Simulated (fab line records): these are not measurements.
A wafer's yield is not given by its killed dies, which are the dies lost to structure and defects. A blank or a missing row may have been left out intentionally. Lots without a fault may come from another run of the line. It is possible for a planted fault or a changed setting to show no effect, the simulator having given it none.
Matching of chambers    flow sky130    pecvd-02 running SKY_PASSIVATION_CVD_02: 3 sister chambers
The step deposits Si3N4, target thk 540 nm. 3 wafers are shown with their chamber, then 8 later ones without.

## WAFERS PAIRED WITH THEIR CHAMBERS
wafer   chamber  heater-power-w (W)
L084.4  0        816
L084.5  1        724
L091.1  2        740

## WAFERS WITHOUT THEIR CHAMBER
wafer   heater-power-w (W)
L091.4  750
L091.5  762
L094.1  790
L094.5  818
L094.6  806
L095.1  818
L095.3  756
L095.4  852

## WHICH CHAMBER EACH WENT THROUGH
wafer    from the rows above            in truth
L091.4   can't be placed: 2 or 1        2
L091.5   can't be placed: 2 or 1 or 0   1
L094.1   can't be placed: 0 or 2        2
L094.5   0                              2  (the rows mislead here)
L094.6   0                              0
L095.1   0                              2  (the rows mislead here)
L095.3   can't be placed: 2 or 1        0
L095.4   0                              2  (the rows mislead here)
Placed correctly: 1 of 8. Unplaceable from these rows: 4, with the true chamber sitting among the candidates in 3. 3 placed wrongly.
How it was worked out, from the rows above alone: a wafer's distance from a chamber is the root of the sum, over the readings, of the square of ((its reading less the chamber's mean) divided by the reading's scatter). The wafer belongs to the nearest chamber; if the next one is less than 2 further off, it can't be placed. A chamber's mean is the mean of its shown wafers. The scatter: root of mean squared gap, hidden wafer to nearest shown wafer, with one shown wafer a chamber.
